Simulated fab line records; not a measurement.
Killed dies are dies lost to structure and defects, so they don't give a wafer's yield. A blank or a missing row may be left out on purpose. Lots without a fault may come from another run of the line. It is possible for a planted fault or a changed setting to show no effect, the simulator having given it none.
Commonality check across tools || flow sky130 || 11 lots, 33 wafers sampled

## THE REASON FOR OPENING IT
Of 11 lots, 1 have the reading SPACER_CVD_00_THK flagged at SKY_SPACER_THK_MEAS_01. Wafers without a fault read 43.2 nm, standard deviation 0.39.
Rule: a lot gets a flag if all its wafers with a number sit over 4 standard deviations from that mean, or if no wafer of it has a number. All remaining lots are regarded as sound.

{"lot": "L451", "measured": "day 24 02:10", "on": "film metro-03", "SPACER_CVD_00_THK (nm), wafer by wafer": "43.3 43.3 43.1", "flag": ""}
{"lot": "L450", "measured": "day 24 03:22", "on": "film metro-01", "SPACER_CVD_00_THK (nm), wafer by wafer": "43.2 43.4 43.4", "flag": ""}
{"lot": "L452", "measured": "day 24 08:23", "on": "film metro-01", "SPACER_CVD_00_THK (nm), wafer by wafer": "43.5 43.1 43.2", "flag": ""}
{"lot": "L453", "measured": "day 24 13:54", "on": "film metro-02", "SPACER_CVD_00_THK (nm), wafer by wafer": "43.3 43.1 43.2", "flag": ""}
{"lot": "L454", "measured": "day 24 18:38", "on": "film metro-02", "SPACER_CVD_00_THK (nm), wafer by wafer": "43.3 42.9 43.0", "flag": ""}
{"lot": "L456", "measured": "day 25 14:46", "on": "film metro-01", "SPACER_CVD_00_THK (nm), wafer by wafer": "42.7 42.9 42.6", "flag": ""}
{"lot": "L458", "measured": "day 26 05:17", "on": "film metro-01", "SPACER_CVD_00_THK (nm), wafer by wafer": "33.4 33.0 33.1", "flag": "FLAGGED"}
{"lot": "L469", "measured": "day 29 22:25", "on": "film metro-03", "SPACER_CVD_00_THK (nm), wafer by wafer": "43.2 42.9 43.2", "flag": ""}
{"lot": "L470", "measured": "day 30 05:49", "on": "film metro-02", "SPACER_CVD_00_THK (nm), wafer by wafer": "43.0 43.4 42.8", "flag": ""}
{"lot": "L471", "measured": "day 30 11:10", "on": "film metro-03", "SPACER_CVD_00_THK (nm), wafer by wafer": "42.4 42.3 42.7", "flag": ""}
{"lot": "L472", "measured": "day 30 16:31", "on": "film metro-01", "SPACER_CVD_00_THK (nm), wafer by wafer": "43.3 43.0 43.3", "flag": ""}
On average the flagged lots' numbers are 33.2 nm, which is -10.0 nm against the usual, or -26 standard deviations.

## WHICH TOOL EACH LOT WENT THROUGH
The record holds 1 process step before the reading, out of a route of 708 steps. Read each cell as the tool, then ch plus the chambers that the sampled wafers visited, then the start.
{"lot": "L451", "flag": "", "SKY_SPACER_CVD_00": "lpcvd-02 ch 1, day 24 00:57"}
{"lot": "L450", "flag": "", "SKY_SPACER_CVD_00": "lpcvd-02 ch 0, day 24 02:10"}
{"lot": "L452", "flag": "", "SKY_SPACER_CVD_00": "lpcvd-02 ch 1, day 24 07:10"}
{"lot": "L453", "flag": "", "SKY_SPACER_CVD_00": "lpcvd-02 ch 1, day 24 12:41"}
{"lot": "L454", "flag": "", "SKY_SPACER_CVD_00": "lpcvd-02 ch 1, day 24 17:24"}
{"lot": "L456", "flag": "", "SKY_SPACER_CVD_00": "lpcvd-02 ch 1, day 25 13:33"}
{"lot": "L458", "flag": "FLAGGED", "SKY_SPACER_CVD_00": "lpcvd-02 ch 0, day 26 04:05"}
{"lot": "L469", "flag": "", "SKY_SPACER_CVD_00": "lpcvd-02 ch 0, day 29 21:12"}
{"lot": "L470", "flag": "", "SKY_SPACER_CVD_00": "lpcvd-02 ch 0, day 30 04:35"}
{"lot": "L471", "flag": "", "SKY_SPACER_CVD_00": "lpcvd-02 ch 1, day 30 09:55"}
{"lot": "L472", "flag": "", "SKY_SPACER_CVD_00": "lpcvd-02 ch 0, day 30 15:17"}
These steps, and what they do:
- SKY_SPACER_CVD_00: deposits Si3N4 from DCS/NH3, target thk 43.1 nm, time 740 s.
- SKY_SPACER_THK_MEAS_01

## FLAGGED OVER TOTAL, TOOL BY TOOL (the gauges that took the reading come last)
{"step": "SKY_SPACER_CVD_00", "tool": "lpcvd-02", "lots run": 11, "flagged": 1, "share of the flagged lots": "all", "sound lots run after its first flagged lot": "4 (L469,L470,L471,L472)"}
{"step": "SKY_SPACER_THK_MEAS_01", "tool": "film metro-01", "lots run": 5, "flagged": 1, "share of the flagged lots": "all", "sound lots run after its first flagged lot": "1 (L472)"}
{"step": "SKY_SPACER_THK_MEAS_01", "tool": "film metro-02", "lots run": 3, "flagged": 0, "share of the flagged lots": "none", "sound lots run after its first flagged lot": "-"}
{"step": "SKY_SPACER_THK_MEAS_01", "tool": "film metro-03", "lots run": 3, "flagged": 0, "share of the flagged lots": "none", "sound lots run after its first flagged lot": "-"}

## THE TABLE: WHAT IT ALLOWS
In 2 table rows, all flagged lots were run: lpcvd-02 (SKY_SPACER_CVD_00), film metro-01 (SKY_SPACER_THK_MEAS_01).
- lpcvd-02 at SKY_SPACER_CVD_00 ran 11 lots, 1 of them flagged. After the first flagged lot (L469, L470, L471, L472), sound lots still ran on it; a lasting fault on the whole tool would not permit that. Its own readings lie more than 4 standard deviations out on every wafer of the flagged lots: spike tc bottom C, spike tc centre C, spike tc lower C, spike tc upper C, susceptor temp C.
- film metro-01 at SKY_SPACER_THK_MEAS_01 ran 5 lots, 1 of them flagged. After the first flagged lot (L472), sound lots still ran on it; a lasting fault on the whole tool would not permit that.
None of the table's rows ran every flagged lot and, after the first, no sound lot.

## WHAT THE SIMULATOR HAD INSERTED
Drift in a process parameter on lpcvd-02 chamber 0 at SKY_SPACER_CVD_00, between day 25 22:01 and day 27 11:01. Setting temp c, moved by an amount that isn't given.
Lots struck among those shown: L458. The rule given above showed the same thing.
